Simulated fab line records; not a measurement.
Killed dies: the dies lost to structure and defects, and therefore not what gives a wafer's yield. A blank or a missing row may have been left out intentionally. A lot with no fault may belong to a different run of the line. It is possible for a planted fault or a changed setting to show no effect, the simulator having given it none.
Problem report, 8D (eight disciplines) form, completed by code / flow sky130 / the parts of the form that need people (team, actions taken, sign-off) are left out

## 1. THE PROBLEM
VIA4_HDPCVD_THK at SKY_VIA4_THK_MEAS_01 reads a mean of 2538 nm on 6 wafers of 2 lots; wafers without a fault read 1747 nm with a standard deviation of 20. That puts it +40 standard deviations away from the usual mean.
Seen first at day 46 08:01 on film-metro-04, wafer L954.1. Wafers with a number at this step in the record: 33, from 11 lots. Rule for "out" (also "out of limits"): further than 4 standard deviations from the usual mean. The other wafers with a number count as sound.

## 2. WHAT THIS IS AND IS NOT
question=which readings at this step | is=VIA4_HDPCVD_THK | is not=-
question=which lots | is=L954, L955 | is not=L936, L937, L938, L939, L942, L944, L945, L949, L959
question=which wafers of those lots | is=all that have a number | is not=-
question=read on which gauges | is=film-metro-04 | is not=film-metro-02, film-metro-03
question=when | is=from day 46 08:01 | is not=up to then (24 sound wafers); but 3 sound wafers of L959 came after

## 3. WHAT RULES OUT EACH SUSPECT
Counting: a tool at any process step up to the reading remains a suspect when it ran all the lots that are out and ran no sound lot after the first of those.
- the gauge at SKY_VIA4_THK_MEAS_01 is ruled out. All the wafers that are out were read on film-metro-04, but those of them that SKY_VIA4_HDPCVD_00 has rows for are out there too, on other tools.
- hdpcvd-01 at SKY_VIA4_HDPCVD_00 (deposits SiO2, target thk 1750 nm, time 291.7 s): kept. All lots that are out passed through it, beginning with L954 at day 46 07:44, and no sound lot followed; its final sound lot before that point was L949 at day 45 07:14. Out on those wafers are its own readings of run-length-s.
The count leaves hdpcvd-01 at SKY_VIA4_HDPCVD_00.

## 4. THE CAUSE (what the simulator had put in)
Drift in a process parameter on hdpcvd-01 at SKY_VIA4_HDPCVD_00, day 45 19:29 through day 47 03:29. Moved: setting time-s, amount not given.
The count eliminated every tool but this one.

## 5. SEQUENCE OF EFFECTS, ordered by route
Rows list readings where the struck wafers' mean (over those with a number) sits beyond 3 standard deviations from the usual. Only readings whose record carries a usual standard deviation are examined. hours: median over the lots of the time between each lot's start at the first step of this table that gives one and its start at this step. sigmas: the change, counted in usual standard deviations.
hours=0; step=SKY_VIA4_HDPCVD_00; reading=run-length-s; usual=319.4 s; on struck wafers=451.9; change=+132.5; sigmas=+99 or more
hours=0; step=SKY_VIA4_THK_MEAS_01; reading=VIA4_HDPCVD_THK; usual=1747 nm; on struck wafers=2538; change=+791; sigmas=+40
Process steps it contains:
- SKY_VIA4_HDPCVD_00: deposits SiO2, target thk 1750 nm, time 291.7 s.

## 6. WHAT WOULD HAVE CAUGHT IT SOONER
Counted from the fault's start at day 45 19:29, it took 13 hours until the first out-of-limits reading at a measuring or inspecting step in this record, taken at day 46 08:01.
Tool's own readings at SKY_VIA4_HDPCVD_00, run-length-s: out on all struck wafers the step has rows for; an alarm limit on them would have tripped on the first.
L955, from the lots that are out (2), started SKY_VIA4_HDPCVD_00 on hdpcvd-01 later than day 46 08:01. A tool hold placed at that time would have kept it from harm.
